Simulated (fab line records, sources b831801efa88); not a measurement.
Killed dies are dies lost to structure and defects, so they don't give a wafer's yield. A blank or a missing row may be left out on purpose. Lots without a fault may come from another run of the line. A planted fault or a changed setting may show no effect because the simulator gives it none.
fab line records | flow sky130
record lots=4 wafers=12 last_day=49
route steps=708 shown VIA1@473 METAL2@483 VIA2@507 PAD_OPEN@708
lots that met no fault: from a run of the same line without faults
start_h: hours from the record's first day to the start of the lot's first wafer shown | wait_h: hours since the lot's step before | " the same as in the row above | L1.1+2: a row that stands for several wafers | - no value, or no start given | * or withheld: withheld | < > ~ a bound
route shown NAME@n: a module of which the file shows steps, and the number in the route of the first | usual: mean/standard deviation of fault-free wafers | same: alike in all rows | chamber/n: place in a boat | sites: the reading at each site | _std_site: their standard deviation | _edge_site: outer sites' mean less inner sites' | radius_mm: how far each site lies from the wafer's centre | mask NAME#n: copy n | behind: the tool/chamber that last shaped the wafer | hold: why the lot was held/for how many hours/how that ended | device: the transistor (n, p or np) that didn't switch | end of line: the same wafers' tests at the end of the route | a step without rows: its recipe alone | killed: dies lost to structure and defects at the first sort, not the wafer's yield | map: a wafer's dies, x killed, . not, _ none there
set.NAME: the setting as run; set.NAME@STEP: as run at that earlier step | model.NAME: the simulator's own value behind a step, which no gauge read
lots at some steps of the route; a table a step, a row a wafer
services: from which hour (start_h, from the record's first day; less than 0 if before it) a tool's chamber was out of use, for how many hours, and why
## steps
# step SKY_VIA1_ETCH_15
# recipe target=SiO2 chemistry=C4F8/O2/Ar target_depth_nm=351 stop_on=TiN mask_material=KrF-thick source_w=1500 bias_w=1200 pressure_mtorr=40 c4f8_flow_sccm=withheld O2_flow_sccm=6 Ar_flow_sccm=300 time_s=54
# step SKY_VIA1_STRIP_16
# recipe chemistry=O2/N2 power_w=1400 pressure_mtorr=1500 platen_temp_c=withheld o2_flow_sccm=3000 n2_flow_sccm=300 overash_fraction=0.5
# step SKY_VIA1_STRIP_17
# recipe chemistry=post_etch_residue_remover time_s=1200 temp_c=72.5
# step SKY_VIA1_CLEAN_18
# recipe chemistry=IPA time_s=180 temp_c=25
# step SKY_VIA1_CLEAN_19
# recipe chemistry=O3/DIW dry=n2_spin
# step SKY_VIA1_SPUTTER_20
# recipe material=TiN target_thk_nm=20 chamber_pressure_pa=5 power_w=4000 time_s=80
# step SKY_VIA1_CVD_21
# recipe material=W target_thk_nm=270 time_s=80.902 temp_c=400 pressure_torr=40
# step SKY_VIA1_CMP_24
# recipe stop_on=SiO2 t_overpolish_s=15 down_force_psi=3.5 platen_rpm=60 target_thk_nm=0 pad_velocity_m_s=0.94248
# step SKY_METAL2_SPUTTER_00
# recipe material=Ti target_thk_nm=15 power_w=3000 time_s=10 chamber_pressure_pa=0.4
# step SKY_METAL2_SPUTTER_01
# recipe material=TiN target_thk_nm=20 power_w=6500 time_s=16.7 chamber_pressure_pa=0.4
# step SKY_METAL2_SPUTTER_02
# recipe material=AlCu target_thk_nm=250 power_w=10600 time_s=13.3 chamber_pressure_pa=0.4
# usual chamber_pressure_pa=0.4000/0.00081 throttle_valve_pct=29.7/0.63
# columns lot.wafer tool chamber start_h wait_h chamber_pressure_pa throttle_valve_pct
L181.1 pvd_sputter-04 - 868.64 0.0 0.3998 29.6
L181.4 " - " " 0.3985 28.8
L181.6 " - " " 0.4023 29.4
L185.2 pvd_sputter-04 - 895.25 0.0 0.3998 29.7
L185.4 " - " " 0.3991 29.7
L185.6 " - " " 0.4006 28.8
L189.2 pvd_sputter-03 - 927.95 0.0 0.3999 29.2
L189.3 " - " " 0.3999 30.9
L189.6 " - " " 0.4003 29.5
L190.1 pvd_sputter-04 - 930.44 0.0 0.4009 29.4
L190.3 " - " " 0.3994 29.6
L190.5 " - " " 0.3997 29.1
# step SKY_METAL2_SPUTTER_03
# recipe material=Ti target_thk_nm=5 power_w=3000 time_s=3.3 chamber_pressure_pa=0.4
# step SKY_METAL2_SPUTTER_04
# recipe material=TiN target_thk_nm=70 power_w=6500 time_s=60.39 chamber_pressure_pa=0.4
# step SKY_METAL2_DEHYDRATE_07
# recipe temp_c=200 time_s=60
# step SKY_METAL2_HMDS_08
# recipe prime_time_s=60 prime_temp_c=120
# step SKY_METAL2_COAT_09
# recipe resist=BARC temp_c=withheld time_s=withheld spin_rpm=3000 resist_thk_nm=60
# step SKY_METAL2_COAT_10
# recipe resist=KrF-thick spin_rpm=3000 resist_thk_nm=450
# step SKY_METAL2_SOFTBAKE_11
# recipe temp_c=100 time_s=90 resist=KrF-thick
# step SKY_METAL2_EXPOSE_12
# recipe mask_id=MM2 na=0.8 source_shape=annular sigma_inner=0.55 sigma_outer=0.85 target_cd_nm=140 dose_mj=28
# step SKY_METAL2_PEB_13
# recipe peb_temp_c=withheld peb_time_s=withheld resist=KrF-thick
# step SKY_METAL2_DEVELOP_14
# recipe develop_time_s=57.98 resist=KrF-thick dev_temp_c=21
# step SKY_METAL2_DESCUM_17
# recipe chemistry=O2 source_power_w=150 bias_power_w=0 pressure_mtorr=10 temp_c=40 time_s=8
# step SKY_METAL2_ETCH_18
# recipe chemistry=N2/H2 target=BARC ion_energy_ev=200 bias_w=100 pressure_mtorr=30 n2_flow_sccm=100 h2_flow_sccm=200 icp_w=500 stop_on=SiO2 time_s=45.9 target_depth_a=600
# step SKY_METAL2_METAL_ETCH_19
# recipe target_depth_a=3600 stop_on=SiO2 over_etch_frac=0.3 time_s=78 chemistry=Cl2/BCl3 resist_sidewall_deg=88 pressure_mtorr=10 icp_w=900 bias_w=48.5 Cl2_flow_sccm=60 bcl3_flow_sccm=30
# step SKY_METAL2_STRIP_20
# recipe chemistry=O2/N2 power_w=1400 pressure_mtorr=1500 platen_temp_c=withheld o2_flow_sccm=3000 n2_flow_sccm=300 overash_fraction=0.5
# step SKY_METAL2_STRIP_21
# recipe chemistry=post_etch_residue_remover time_s=1200 temp_c=72.5
# step SKY_METAL2_CLEAN_22
# recipe chemistry=IPA time_s=180 temp_c=25
# step SKY_METAL2_CLEAN_23
# recipe chemistry=O3/DIW dry=n2_spin
# step SKY_VIA2_HDPCVD_00
# recipe material=SiO2 target_thk_nm=1180 sigma_open_frac=0.3 time_s=196.7 temp_c=400 sih4_flow_sccm=60 pressure_mtorr=6
# step SKY_VIA2_CMP_02
# recipe material=SiO2 down_force_psi=4 platen_rpm=60 pad_velocity_m_s=0.94248
# step SKY_VIA2_DEHYDRATE_04
# recipe temp_c=200 time_s=60
# step SKY_VIA2_HMDS_05
# recipe prime_time_s=60 prime_temp_c=120
# step SKY_VIA2_COAT_06
# recipe resist=BARC temp_c=withheld time_s=withheld spin_rpm=3000 resist_thk_nm=60
# step SKY_VIA2_COAT_07
# recipe resist=KrF-thick spin_rpm=3000 resist_thk_nm=450
# step SKY_PAD_OPEN_PROBE_99
# usual defect_limited_yield=82.4/1.9 killed_at_M0_to_M3=43/7.5 killed_at_M4_up=3.2/1.9 killed_at_contacts=24/4.9 killed_at_front_end=15/4.3 killed_at_other=0.4/0.72 killed_dies=86/9.1 killed_open=47/6.5 killed_short=39/6.5 sort_bin_3_pad_short=0.9/0.43 sort_bin_5_function=10.4/1.3 sort_bin_6_memory=6.3/1.2 sort_n_pass=406/9.1 sort_yield_pct=82.4/1.9
# same gross_dies=492 killed_at_back_side=0 sort_bin_4_leakage[%]=0 sort_bin_8_speed[%]=0
# columns lot.wafer tool chamber start_h wait_h hold defect_limited_yield[%] killed_at_M0_to_M3 killed_at_M4_up killed_at_contacts killed_at_front_end killed_at_other killed_dies killed_open killed_short sort_bin_3_pad_short[%] sort_bin_5_function[%] sort_bin_6_memory[%] sort_n_pass sort_yield_pct[%] model.etest.tester.sort_n_pass model.etest.tester.sort_yield_pct model.etest.tester.sort_bin_5_pct model.etest.tester.sort_bin_3_pct
L181.1 prober-02 - 1136.38 0.1 - 81.5 34 6 30 21 0 91 52 39 0.2 12.0 6.3 401 81.5 401 81.5 11.99 0.2033
L181.4 prober-02 - 1136.53 0.2 - 83.7 39 4 19 18 0 80 46 34 0.8 8.5 6.9 412 83.7 412 83.74 8.537 0.813
L181.6 prober-02 - 1136.63 0.2 - 82.7 42 2 24 17 0 85 42 43 1.0 9.6 6.7 407 82.7 407 82.72 9.553 1.016
L185.2 prober-02 - 1156.21 0.1 await_dispo/2.8h/release 72.4 92 5 21 18 0 136 43 48 2.4 17.1 8.1 356 72.4 356 72.36 17.07 2.439
L185.4 prober-02 - 1156.31 0.2 await_dispo/2.8h/release 82.1 45 3 28 12 0 88 41 47 1.2 11.6 5.1 404 82.1 404 82.11 11.59 1.22
L185.6 prober-02 - 1156.41 0.2 await_dispo/2.8h/release 83.7 45 1 24 10 0 80 52 27 0.8 10.4 5.1 412 83.7 412 83.74 10.37 0.813
L189.2 prober-02 - 1176.35 0.1 - 82.3 55 5 16 11 0 87 51 36 0.8 9.8 7.1 405 82.3 405 82.32 9.756 0.813
L189.3 prober-02 - 1176.40 0.2 - 82.7 33 5 27 20 0 85 49 36 0.6 10.6 6.1 407 82.7 407 82.72 10.57 0.6098
L189.6 prober-02 - 1176.55 0.2 - 82.3 42 4 25 15 1 87 57 30 1.0 9.8 6.9 405 82.3 405 82.32 9.756 1.016
L190.1 prober-01 - 1184.15 0.1 await_dispo/4.9h/release 71.7 84 1 34 20 0 139 56 39 2.8 16.3 9.1 353 71.7 353 71.75 16.26 2.846
L190.3 prober-01 - 1184.25 0.2 await_dispo/4.9h/release 80.3 40 6 36 15 0 97 51 45 1.4 10.4 7.9 395 80.3 395 80.28 10.37 1.423
L190.5 prober-01 - 1184.35 0.2 await_dispo/4.9h/release 80.7 47 7 21 19 1 95 41 49 0.4 11.2 7.7 397 80.7 397 80.69 11.18 0.4065
# killed by level:class
L181.1 CONTACT:geometric_particle:open=15 VIA1:geometric_particle:open=10 VIA2:geometric_particle:open=8 POLY_GATE:geometric_particle:open=6 LI_CONTACT:geometric_particle:open=6 FIELD_ISO:geometric_particle:short=5 CONTACT:geometric_particle:short=5 METAL4:geometric_particle:short=5
L181.4 VIA1:geometric_particle:open=9 FIELD_ISO:geometric_particle:short=8 CONTACT:geometric_particle:open=8 VIA1:geometric_particle:short=7 LI_CONTACT:geometric_particle:open=6 VIA3:geometric_particle:open=6 FIELD_ISO:geometric_particle:open=4 METAL2:geometric_particle:short=4
L181.6 VIA1:geometric_particle:open=11 LI_CONTACT:geometric_particle:open=8 METAL2:geometric_particle:short=8 FIELD_ISO:geometric_particle:short=7 METAL1:geometric_particle:short=7 CONTACT:geometric_particle:open=7 CONTACT:geometric_particle:short=6 VIA3:geometric_particle:open=5
L185.2 METAL2:unspecified=45 VIA3:geometric_particle:open=13 FIELD_ISO:geometric_particle:short=6 FIELD_ISO:geometric_particle:open=6 CONTACT:geometric_particle:open=6 VIA1:geometric_particle:open=6 METAL4:geometric_particle:short=5 METAL1:geometric_particle:short=5
L185.4 METAL1:geometric_particle:short=10 VIA3:geometric_particle:open=9 CONTACT:geometric_particle:short=7 LI_CONTACT:geometric_particle:open=6 VIA1:geometric_particle:open=6 VIA2:geometric_particle:open=6 FIELD_ISO:geometric_particle:short=5 LOCAL_INTERCONNECT:geometric_particle:short=5
L185.6 VIA1:geometric_particle:open=11 CONTACT:geometric_particle:open=10 VIA3:geometric_particle:open=9 CONTACT:geometric_particle:short=6 VIA2:geometric_particle:open=6 FIELD_ISO:geometric_particle:open=5 LI_CONTACT:geometric_particle:open=5 METAL1:geometric_particle:short=4
L189.2 VIA1:geometric_particle:open=14 METAL2:geometric_particle:short=9 VIA2:geometric_particle:open=7 CONTACT:geometric_particle:open=6 LI_CONTACT:geometric_particle:open=6 VIA1:geometric_particle:short=6 POLY_GATE:geometric_particle:short=4 VIA3:geometric_particle:open=4
L189.3 VIA1:geometric_particle:open=10 CONTACT:geometric_particle:open=10 LI_CONTACT:geometric_particle:open=7 FIELD_ISO:geometric_particle:open=6 FIELD_ISO:geometric_particle:short=6 METAL4:geometric_particle:short=5 POLY_GATE:geometric_particle:short=4 METAL3:geometric_particle:short=4
L189.6 VIA1:geometric_particle:open=12 LI_CONTACT:geometric_particle:open=9 VIA2:geometric_particle:open=9 CONTACT:geometric_particle:open=8 VIA3:geometric_particle:open=7 POLY_GATE:geometric_particle:open=5 METAL1:geometric_particle:short=4 LI_CONTACT:geometric_particle:short=4
L190.1 METAL2:unspecified=44 LI_CONTACT:geometric_particle:open=12 CONTACT:geometric_particle:open=11 FIELD_ISO:geometric_particle:open=8 METAL2:geometric_particle:short=8 VIA2:geometric_particle:open=8 VIA1:geometric_particle:open=6 LOCAL_INTERCONNECT:geometric_particle:short=5
L190.3 CONTACT:geometric_particle:open=15 LI_CONTACT:geometric_particle:open=7 METAL2:geometric_particle:short=7 LOCAL_INTERCONNECT:geometric_particle:short=6 VIA1:geometric_particle:short=6 VIA2:geometric_particle:open=5 POLY_GATE:geometric_particle:open=4 METAL2:geometric_particle:open=4
L190.5 METAL1:geometric_particle:short=7 FIELD_ISO:geometric_particle:short=6 VIA2:geometric_particle:open=6 VIA3:geometric_particle:open=6 FIELD_ISO:geometric_particle:open=5 LOCAL_INTERCONNECT:geometric_particle:short=5 CONTACT:geometric_particle:short=5 VIA1:geometric_particle:open=5
# map L185.2 (x killed, . not)
__________.........._________
________......x.x.x..x_______
______..x..xx..x....x.xx_____
_____x..........xx.x..xxx____
____..x...xx.....x...xx..x___
___...x...xxx......x.xxx.x.__
__...................xxxxxx._
_...xxx....x....x...xxxxxxxx.
_........x.x........xxxxxxxxx
_......xx.........x.xxxxxxxxx
_x........x....x.....xxxxxxxx
_...x.x.........xx....xxxxx..
_.....x...x..x.x......x.x.x..
_....x.......x.xxx..x.....x..
_..xx............x...........
__....x.....x........xx....._
___....x.....x.............__
____.........x.xx.....xx..___
_____..x...........x...x.____
______.x.........x.....x_____
________....xx.x..x.x._______
__________......x..._________
# map L190.1 (x killed, . not)
__________x....x.x.._________
________...xx..x......_______
______x.........x.x....x_____
_____..........x...x....x____
____..x...x..x....x...x...___
___....xx.......xxxxxx.x.xx__
__x....xx.x........x.x.xxxxx_
_.......x.....x.....xxxxxxxxx
_.....x............xx.xxxxx.x
_.....x........x.....xxxxxxxx
_.x..x..x...x...x....xxxxxxxx
_..x.x.x.....x.x.x.x...xxx.x.
_...x.x....xxx........x.x....
_x...x..x................x...
_..x.............x......x....
__...x.....x.x....x...x.x..._
___......xxx.x...x......x..__
____......x....x...x....x.___
_____x.......x.xx.......x____
______.....x..x......xx._____
________.xxx..x....x.._______
__________........x._________
## services
# columns tool chamber start_h hours kind
pvd_sputter-04 - 871.07 0.6 repair
pvd_sputter-04 - 878.24 1.3 repair
## key
first_sign step=SKY_PAD_OPEN_PROBE_99 reading=killed_at_M0_to_M3 direction=up sigmas=6 usual=43 struck=88
effect step=SKY_PAD_OPEN_PROBE_99 reading=killed_dies direction=up sigmas=5.6 usual=86 struck=138
model_effect step=SKY_PAD_OPEN_PROBE_99 value=etest.tester.sort_n_pass without=396 struck=354.5
met_at SKY_METAL2_SPUTTER_02
struck_wafers L185.2,L190.1
onset_between 868.64 895.25
fault kind=chamber_particle_source tool=pvd_sputter-04 chamber=- onset_h=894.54 steps=SKY_METAL2_SPUTTER_02 rate_per_visit_cm2=0.59331 end_h=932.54 scope=struck_wafers_only
